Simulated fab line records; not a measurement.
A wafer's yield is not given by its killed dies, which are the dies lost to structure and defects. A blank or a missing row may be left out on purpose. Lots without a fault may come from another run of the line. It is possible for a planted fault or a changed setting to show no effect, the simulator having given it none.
A sampling plan put to the test	flow sfq line	each of the 39 faults these records tell of, on one fab line, judged from the records of the lots it struck
The plan consists of the line's own looks: route steps at which the wafer is read by a gauge or an inspection but not changed. A look is open to judgement when struck wafers have a number at it and the file gives its usual mean and standard deviation on fault-free wafers. Caught: a look later than the fault's first step finds the struck wafers' mean 4 or more of those standard deviations (sigma) from the usual mean. On the tool: the fault's steps, tested the same way using the tool's own readings. It also counts as caught if the struck wafers ran another recipe or if their record alone is blank.

## THE FAULTS, as the simulator had put them in
1. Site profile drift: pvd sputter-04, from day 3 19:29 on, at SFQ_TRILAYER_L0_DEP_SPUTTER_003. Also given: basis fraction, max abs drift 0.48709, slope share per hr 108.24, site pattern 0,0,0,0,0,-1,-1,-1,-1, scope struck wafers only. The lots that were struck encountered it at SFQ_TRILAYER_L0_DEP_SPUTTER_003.
2. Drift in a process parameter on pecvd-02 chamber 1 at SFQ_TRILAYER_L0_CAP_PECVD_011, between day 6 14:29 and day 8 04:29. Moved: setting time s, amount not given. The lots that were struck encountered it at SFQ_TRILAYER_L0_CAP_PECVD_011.
3. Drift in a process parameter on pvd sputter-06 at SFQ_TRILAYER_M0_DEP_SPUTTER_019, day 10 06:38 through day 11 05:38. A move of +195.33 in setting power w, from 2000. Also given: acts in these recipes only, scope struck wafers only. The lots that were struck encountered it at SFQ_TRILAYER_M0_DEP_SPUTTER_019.
4. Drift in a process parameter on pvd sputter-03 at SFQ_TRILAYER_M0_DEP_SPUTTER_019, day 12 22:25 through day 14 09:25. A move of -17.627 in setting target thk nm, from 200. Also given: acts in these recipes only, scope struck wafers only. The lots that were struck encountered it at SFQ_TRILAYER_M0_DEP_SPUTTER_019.
5. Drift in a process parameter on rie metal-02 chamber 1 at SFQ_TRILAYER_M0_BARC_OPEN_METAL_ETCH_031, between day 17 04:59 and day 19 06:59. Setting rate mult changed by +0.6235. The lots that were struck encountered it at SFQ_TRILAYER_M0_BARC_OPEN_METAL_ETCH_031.
6. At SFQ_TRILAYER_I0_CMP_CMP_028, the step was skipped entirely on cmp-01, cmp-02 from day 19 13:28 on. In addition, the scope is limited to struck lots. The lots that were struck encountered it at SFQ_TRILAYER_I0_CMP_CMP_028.
7. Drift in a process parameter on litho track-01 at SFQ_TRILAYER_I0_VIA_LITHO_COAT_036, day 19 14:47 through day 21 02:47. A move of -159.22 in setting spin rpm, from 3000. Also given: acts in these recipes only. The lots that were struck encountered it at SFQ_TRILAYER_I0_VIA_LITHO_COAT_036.
8. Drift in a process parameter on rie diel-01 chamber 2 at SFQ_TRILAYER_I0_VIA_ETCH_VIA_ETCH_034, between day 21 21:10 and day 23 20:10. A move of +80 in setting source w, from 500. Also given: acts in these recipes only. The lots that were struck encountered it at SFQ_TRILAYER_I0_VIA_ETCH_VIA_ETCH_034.
9. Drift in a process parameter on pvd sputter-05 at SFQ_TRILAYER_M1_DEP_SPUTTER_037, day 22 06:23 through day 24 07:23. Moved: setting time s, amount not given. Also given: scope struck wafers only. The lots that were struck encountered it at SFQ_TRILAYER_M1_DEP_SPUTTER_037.
10. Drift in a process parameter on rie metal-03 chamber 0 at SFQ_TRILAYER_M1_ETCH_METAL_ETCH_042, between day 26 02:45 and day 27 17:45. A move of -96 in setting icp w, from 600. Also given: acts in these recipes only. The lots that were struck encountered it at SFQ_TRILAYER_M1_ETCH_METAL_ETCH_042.
11. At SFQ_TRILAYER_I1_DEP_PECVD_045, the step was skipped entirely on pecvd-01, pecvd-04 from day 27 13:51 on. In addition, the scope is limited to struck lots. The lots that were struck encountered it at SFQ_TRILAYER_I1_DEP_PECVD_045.
12. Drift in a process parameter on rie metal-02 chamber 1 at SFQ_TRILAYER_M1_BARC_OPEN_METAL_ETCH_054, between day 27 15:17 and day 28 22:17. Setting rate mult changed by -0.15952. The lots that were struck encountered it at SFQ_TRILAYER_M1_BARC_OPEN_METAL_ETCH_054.
13. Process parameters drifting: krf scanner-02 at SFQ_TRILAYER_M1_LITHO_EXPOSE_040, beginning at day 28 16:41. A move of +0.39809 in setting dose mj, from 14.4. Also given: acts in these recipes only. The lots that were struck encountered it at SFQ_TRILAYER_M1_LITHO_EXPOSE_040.
14. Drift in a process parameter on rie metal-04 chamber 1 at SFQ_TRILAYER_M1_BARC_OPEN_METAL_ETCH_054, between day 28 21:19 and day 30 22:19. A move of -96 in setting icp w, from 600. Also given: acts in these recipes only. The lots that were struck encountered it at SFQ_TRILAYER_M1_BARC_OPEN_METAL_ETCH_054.
15. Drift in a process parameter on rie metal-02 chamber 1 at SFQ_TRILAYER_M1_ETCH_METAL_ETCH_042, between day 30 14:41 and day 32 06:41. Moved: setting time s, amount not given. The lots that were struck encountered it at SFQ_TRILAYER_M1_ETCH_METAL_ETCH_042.
16. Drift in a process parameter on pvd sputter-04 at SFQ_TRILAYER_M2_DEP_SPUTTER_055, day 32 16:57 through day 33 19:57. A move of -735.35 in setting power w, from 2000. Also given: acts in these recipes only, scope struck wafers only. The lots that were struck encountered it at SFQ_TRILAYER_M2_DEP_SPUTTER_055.
17. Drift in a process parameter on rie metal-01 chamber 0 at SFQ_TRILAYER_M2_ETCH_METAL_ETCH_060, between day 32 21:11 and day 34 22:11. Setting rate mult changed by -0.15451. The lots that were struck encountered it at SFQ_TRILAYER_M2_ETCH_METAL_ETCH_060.
18. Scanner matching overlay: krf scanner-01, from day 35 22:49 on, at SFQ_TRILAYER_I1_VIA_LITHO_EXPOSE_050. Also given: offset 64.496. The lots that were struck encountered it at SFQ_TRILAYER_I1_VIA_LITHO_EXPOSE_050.
19. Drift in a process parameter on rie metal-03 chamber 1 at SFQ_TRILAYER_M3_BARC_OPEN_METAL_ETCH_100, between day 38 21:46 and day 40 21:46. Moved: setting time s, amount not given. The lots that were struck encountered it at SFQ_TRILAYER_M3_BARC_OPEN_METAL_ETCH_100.
20. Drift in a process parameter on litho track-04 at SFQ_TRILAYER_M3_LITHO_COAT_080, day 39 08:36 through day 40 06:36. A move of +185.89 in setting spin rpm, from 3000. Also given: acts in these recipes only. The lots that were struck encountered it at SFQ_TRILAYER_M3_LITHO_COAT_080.
21. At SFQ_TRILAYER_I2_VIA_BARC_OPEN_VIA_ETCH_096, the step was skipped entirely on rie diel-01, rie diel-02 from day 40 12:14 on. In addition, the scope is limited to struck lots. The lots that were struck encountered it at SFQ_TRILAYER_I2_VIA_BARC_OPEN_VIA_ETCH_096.
22. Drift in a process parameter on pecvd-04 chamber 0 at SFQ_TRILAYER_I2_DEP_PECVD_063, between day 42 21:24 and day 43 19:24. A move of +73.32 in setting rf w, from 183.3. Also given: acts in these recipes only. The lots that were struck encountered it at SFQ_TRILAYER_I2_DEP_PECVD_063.
23. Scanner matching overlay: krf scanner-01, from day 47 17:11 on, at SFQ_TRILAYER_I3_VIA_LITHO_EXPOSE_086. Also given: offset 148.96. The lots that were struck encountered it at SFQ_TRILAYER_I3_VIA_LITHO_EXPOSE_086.
24. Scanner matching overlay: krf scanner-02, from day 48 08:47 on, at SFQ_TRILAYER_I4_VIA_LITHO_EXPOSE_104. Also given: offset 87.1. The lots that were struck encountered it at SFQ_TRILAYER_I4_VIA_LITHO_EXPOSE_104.
25. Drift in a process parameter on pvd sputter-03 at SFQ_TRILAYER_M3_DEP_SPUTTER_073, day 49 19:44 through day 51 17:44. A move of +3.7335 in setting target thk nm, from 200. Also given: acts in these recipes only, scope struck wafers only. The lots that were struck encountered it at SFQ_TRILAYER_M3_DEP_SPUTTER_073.
26. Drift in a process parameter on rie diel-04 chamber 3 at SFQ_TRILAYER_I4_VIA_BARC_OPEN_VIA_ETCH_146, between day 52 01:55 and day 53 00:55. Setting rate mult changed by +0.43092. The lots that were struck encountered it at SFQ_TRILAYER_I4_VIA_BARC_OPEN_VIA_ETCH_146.
27. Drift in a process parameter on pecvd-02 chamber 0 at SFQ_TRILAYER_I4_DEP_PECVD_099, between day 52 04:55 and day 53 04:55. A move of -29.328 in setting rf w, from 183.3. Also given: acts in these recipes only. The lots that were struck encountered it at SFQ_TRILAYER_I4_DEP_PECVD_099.
28. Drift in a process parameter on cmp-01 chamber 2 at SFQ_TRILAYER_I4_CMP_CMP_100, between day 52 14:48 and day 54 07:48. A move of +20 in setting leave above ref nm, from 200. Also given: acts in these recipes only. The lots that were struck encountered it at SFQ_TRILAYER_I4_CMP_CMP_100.
29. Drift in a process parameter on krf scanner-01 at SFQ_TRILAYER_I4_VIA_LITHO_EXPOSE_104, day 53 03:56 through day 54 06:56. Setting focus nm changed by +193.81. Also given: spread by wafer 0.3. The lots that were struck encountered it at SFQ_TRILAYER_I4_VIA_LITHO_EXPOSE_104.
30. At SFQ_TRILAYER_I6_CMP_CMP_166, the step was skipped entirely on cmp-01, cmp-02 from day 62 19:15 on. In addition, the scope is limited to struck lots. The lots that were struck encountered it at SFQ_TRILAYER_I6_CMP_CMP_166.
31. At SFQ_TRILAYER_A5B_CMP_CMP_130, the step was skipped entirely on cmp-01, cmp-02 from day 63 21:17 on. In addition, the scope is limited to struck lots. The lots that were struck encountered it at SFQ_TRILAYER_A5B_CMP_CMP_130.
32. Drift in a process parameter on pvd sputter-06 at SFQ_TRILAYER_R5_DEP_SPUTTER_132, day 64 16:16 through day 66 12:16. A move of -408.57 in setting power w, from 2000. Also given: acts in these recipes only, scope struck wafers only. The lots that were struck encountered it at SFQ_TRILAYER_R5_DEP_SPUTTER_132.
33. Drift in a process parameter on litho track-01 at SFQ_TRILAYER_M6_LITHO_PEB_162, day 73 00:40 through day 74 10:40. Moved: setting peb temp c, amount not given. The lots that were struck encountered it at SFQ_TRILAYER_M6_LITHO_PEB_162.
34. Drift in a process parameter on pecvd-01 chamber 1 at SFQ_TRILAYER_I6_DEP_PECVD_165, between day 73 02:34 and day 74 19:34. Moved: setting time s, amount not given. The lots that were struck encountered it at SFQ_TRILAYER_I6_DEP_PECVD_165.
35. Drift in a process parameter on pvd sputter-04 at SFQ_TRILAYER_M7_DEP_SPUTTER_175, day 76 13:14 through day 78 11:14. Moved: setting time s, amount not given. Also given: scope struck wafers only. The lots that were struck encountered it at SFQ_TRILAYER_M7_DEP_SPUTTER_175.
36. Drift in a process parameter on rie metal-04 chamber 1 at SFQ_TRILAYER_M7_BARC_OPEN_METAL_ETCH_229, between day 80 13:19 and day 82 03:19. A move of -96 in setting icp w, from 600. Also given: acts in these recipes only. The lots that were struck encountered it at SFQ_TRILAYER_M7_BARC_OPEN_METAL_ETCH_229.
37. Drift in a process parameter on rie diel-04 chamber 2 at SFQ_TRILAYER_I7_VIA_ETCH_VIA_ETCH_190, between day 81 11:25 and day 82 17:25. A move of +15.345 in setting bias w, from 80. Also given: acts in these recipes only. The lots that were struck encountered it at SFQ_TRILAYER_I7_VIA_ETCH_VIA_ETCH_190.
38. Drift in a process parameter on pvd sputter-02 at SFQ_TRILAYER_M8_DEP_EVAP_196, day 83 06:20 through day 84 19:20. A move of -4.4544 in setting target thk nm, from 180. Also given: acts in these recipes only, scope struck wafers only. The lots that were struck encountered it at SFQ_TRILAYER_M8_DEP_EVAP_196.
39. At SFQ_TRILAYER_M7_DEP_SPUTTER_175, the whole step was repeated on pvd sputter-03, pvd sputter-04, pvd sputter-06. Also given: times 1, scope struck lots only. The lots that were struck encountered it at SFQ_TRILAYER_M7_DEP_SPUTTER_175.

## WHAT THE PLAN SAW
fault	on the tool itself	first look that catches it	reading, sigma	median hours from its first step to that look	hours from the fault's start to the first struck lot there	judged looks passed uncaught
1	under 2 sigma	SFQ_L0_RS_MEAS_901	L0_MONX_KI_RS +36	0.1	5	0
2	under 2 sigma	no look after it can be judged	-	-	-	0
3	cathode dc power W +99 or beyond sigma	SFQ_M0_RS_MEAS_904	M0_NB_RS -6.4	0.1	6	0
4	under 2 sigma	SFQ_M0_RS_MEAS_904	M0_NB_RS +7.4	0.1	26	0
5	under 2 sigma	no look after it can be judged	-	-	-	0
6	the tool's record is blank for the struck wafers	not the one look that can be judged after it	-	-	-	1
7	spin speed rpm -69 sigma	not the one look that can be judged after it	-	-	-	1
8	rf fwd power W +57 sigma	no look after it can be judged	-	-	-	0
9	under 2 sigma	SFQ_M1_RS_MEAS_909	M1_NB_RS +20	0.1	11	0
10	rf fwd power W -47 sigma	no look after it can be judged	-	-	-	0
11	the tool's record is blank for the struck wafers	no look after it can be judged	-	-	-	0
12	under 2 sigma	no look after it can be judged	-	-	-	0
13	exposure dose mJ cm2 +25 sigma	not the one look that can be judged after it	-	-	-	1
14	rf fwd power W -35 sigma	no look after it can be judged	-	-	-	0
15	run length s +35 sigma	no look after it can be judged	-	-	-	0
16	cathode dc power W -99 or beyond sigma	SFQ_M2_RS_MEAS_914	M2_NB_RS +56	0.1	4	0
17	under 2 sigma	no look after it can be judged	-	-	-	0
18	no reading that can be judged	SFQ_I1_OVL_MEAS_913	I1_OVL +13	1.3	15	0
19	run length s +23 sigma	no look after it can be judged	-	-	-	0
20	spin speed rpm +74 sigma	not the one look that can be judged after it	-	-	-	1
21	the tool's record is blank for the struck wafers	no look after it can be judged	-	-	-	0
22	rf fwd power W +99 or beyond sigma	not the one look that can be judged after it	strongest: M8_OVL at SFQ_M8_OVL_MEAS_948, +2.0	-	-	1
23	no reading that can be judged	SFQ_I3_OVL_MEAS_923	I3_OVL +26	1.4	1	0
24	under 2 sigma	SFQ_I4_OVL_MEAS_928	I4_OVL +17	1.4	86	0
25	under 2 sigma	none of the 2 looks that can be judged after it	strongest: M3_NB_RS at SFQ_M3_RS_MEAS_919, -2.5	-	-	2
26	under 2 sigma	no look after it can be judged	-	-	-	0
27	rf fwd power W -47 sigma	no look after it can be judged	-	-	-	0
28	under 2 sigma	not the one look that can be judged after it	-	-	-	1
29	no reading that can be judged	not the one look that can be judged after it	-	-	-	1
30	the tool's record is blank for the struck wafers	no look after it can be judged	-	-	-	0
31	the tool's record is blank for the struck wafers	not the one look that can be judged after it	-	-	-	1
32	cathode dc power W -99 or beyond sigma	no look after it can be judged	-	-	-	0
33	heater power total W +26 sigma	not the one look that can be judged after it	-	-	-	1
34	run length s -14 sigma	no look after it can be judged	-	-	-	0
35	under 2 sigma	SFQ_M7_RS_MEAS_943	M7_NB_RS -15	0.1	3	0
36	rf fwd power W -30 sigma	no look after it can be judged	-	-	-	0
37	bias w +71 sigma	no look after it can be judged	-	-	-	0
38	no reading that can be judged	not the one look that can be judged after it	strongest: M8_AU_RS at SFQ_M8_RS_MEAS_949, +3.4	-	-	1
39	under 2 sigma	SFQ_M7_RS_MEAS_943	M7_NB_RS -37	0.4	-	0
A dash: this means the fault isn't caught or the number doesn't appear in these records.

Caught at a look: 10 of 39. Caught on the tool: 22 of 39. By one or the other: 30 of 39.
Faults caught by the tool alone: 6, 7, 8, 10, 11, 13, 14, 15, 19, 20, 21, 22, 27, 30, 31, 32, 33, 34, 36, 37.
Caught at a look alone: faults 1, 4, 9, 18, 23, 24, 35, 39.
Caught by neither: faults 2, 5, 12, 17, 25, 26, 28, 29, 38.

## THINNER SAMPLING
In the worst case, this is how late the first struck lot would be measured if the look that catches a fault measured only every second or every third lot, by lot number:
fault	struck lots at that look, in order of time	every lot	every second lot	every third lot
1	L371, L372	5 h	10 h	may miss all 2
3	L992, L993	6 h	15 h	may miss all 2
4	L834, L836	26 h	may miss all 2	may miss all 2
9	L896	11 h	may miss it	may miss it
16	L555, L558	4 h	18 h	may miss all 2
18	L413, L414, L415, L416	15 h	28 h	38 h
23	L242, L243, L244, L245	1 h	2 h	5 h
24	L498, L499, L500, L501	86 h	89 h	92 h
35	L431, L434	3 h	9 h	may miss all 2
Hours: fault start to first struck lot measured. 4 sigma limit: tested on the pooled struck wafers, so a lone lot may be under it. Other struck lots may not be in these records.

## THE LONGEST TIMED WAY FROM STEP TO LOOK
In fault 23, a median of 1.4 hours elapses between SFQ_TRILAYER_I3_VIA_LITHO_EXPOSE_086 and SFQ_I3_OVL_MEAS_923. No look between them can be judged.
